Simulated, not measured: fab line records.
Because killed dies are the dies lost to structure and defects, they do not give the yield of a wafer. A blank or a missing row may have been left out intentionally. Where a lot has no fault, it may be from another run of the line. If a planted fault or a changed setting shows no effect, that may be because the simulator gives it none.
Which of the tools did it? -- flow sky130 -- 42 wafers from 14 lots sampled at 3 of the route's 708 steps

WHAT THE GAUGES SHOWED, per wafer
SKY_SD_N_OVL_MEAS_08.
lot,measured,on,SD_N_OVL (nm)
L541,day 28 02:02,overlay-01,-0.9 0.8 -1.3
L543,day 28 16:19,overlay-01,-1.4 -1.3 -0.8
L544,day 28 20:49,overlay-02,1.1 1.2 0.5
L545,day 29 11:56,overlay-02,0.7 2.1 1.8
L547,day 30 12:05,overlay-02,0.9 -1.7 0.5
L551,day 31 19:56,overlay-01,2.2 1.9 2.1
L550,day 31 21:32,overlay-01,1.6 1.2 1.7
L552,day 32 01:58,overlay-02,1.0 0.1 -0.2
L555,day 32 12:58,overlay-02,1.0 -0.2 -1.0
L556,day 33 04:34,overlay-01,1.2 -0.1 0.4
L561,day 34 07:34,overlay-02,-1.6 -0.5 -1.1
L562,day 34 22:02,overlay-02,-0.6 0.3 1.1
L563,day 34 23:20,overlay-02,2.3 1.7 1.8
L564,day 35 08:07,overlay-01,-0.5 -0.5 -0.7

SKY_SD_N_RS_MEAS_17: measures by four-point-probe.
lot,measured,on,SD_P_RS (ohm/sq)
L541,day 28 02:53,filmMetro-04,146.6 146.2 146.7
L543,day 28 17:10,filmMetro-01,146.8 147.6 147.4
L544,day 28 21:40,filmMetro-01,146.9 146.5 146.9
L545,day 29 12:47,filmMetro-03,146.6 147.2 146.6
L547,day 30 12:59,filmMetro-01,147.4 147.1 147.2
L551,day 31 20:47,filmMetro-04,146.8 146.9 147.0
L550,day 31 22:23,filmMetro-03,146.9 146.9 146.8
L552,day 32 02:49,filmMetro-03,147.4 146.8 147.1
L555,day 32 13:51,filmMetro-04,147.1 147.1 147.2
L556,day 33 05:25,filmMetro-04,147.1 147.4 147.4
L561,day 34 08:25,filmMetro-03,147.0 146.7 147.0
L562,day 34 22:52,filmMetro-04,146.7 147.5 147.1
L563,day 35 00:11,filmMetro-01,147.0 146.9 147.0
L564,day 35 08:57,filmMetro-01,147.3 147.5 147.1

SKY_LI_CONTACT_OVL_MEAS_13.
lot,measured,on,LI_CONTACT_OVL (nm)
L541,day 29 07:35,overlay-02,-2 1 -3
L543,day 29 22:14,overlay-02,0 -1 6
L544,day 30 02:04,overlay-01,-1 -8 2
L545,day 30 17:55,overlay-01,4 8 3
L547,day 31 17:26,overlay-02,3 5 1
L551,day 32 23:58,overlay-02,-4 -5 -2
L550,day 33 01:44,overlay-02,3 -3 4
L552,day 33 06:55,overlay-01,3 -3 -7
L555,day 33 16:59,overlay-01,-3 0 -2
L556,day 34 09:07,overlay-01,-11 -13 -11
L561,day 35 11:47,overlay-02,10 15 10
L562,day 36 01:59,overlay-02,-7 -11 -11
L563,day 36 03:32,overlay-01,-6 -3 3
L564,day 36 12:23,overlay-02,10 8 3

WHAT TOOL EACH LOT RAN ON (gives the tool, then ch and the chambers of the sampled wafers, and finally the start)
Record: no process step prior to these readings.

WHAT THE TOOLS THEMSELVES READ (means of the sampled wafers that have a number; where no wafer has one, the mark that the record gives instead)
The record holds no such reading with a usual standard deviation.

THE ANSWER, worked out from the rows above alone
Rule: usual is defined by the lots themselves. Put in order of their means at a reading, lots are off if they are a third of the lots or fewer, leave a main group of 4 or more, and stand apart from it by a gap of 3 or more times the standard deviation of the main group's means; of several such gaps the widest counts. A main group is skipped when, at the precision printed for the reading in the tables above, its means are all equal. A lot without any number at a reading at which 4 lots or more have one is off too. Where the step has rows for the other lots, those lots are counted as sound. Order of review: gauges by route order, followed by the tools' own readings, for which a lot's mean as printed above is used. At the first step where some lot is off, the reading lying furthest off is the one used; lots without a number count as furthest.
No lot is off at any reading shown: from this, nothing can be told.

WHAT THE SIMULATOR HAD INSERTED
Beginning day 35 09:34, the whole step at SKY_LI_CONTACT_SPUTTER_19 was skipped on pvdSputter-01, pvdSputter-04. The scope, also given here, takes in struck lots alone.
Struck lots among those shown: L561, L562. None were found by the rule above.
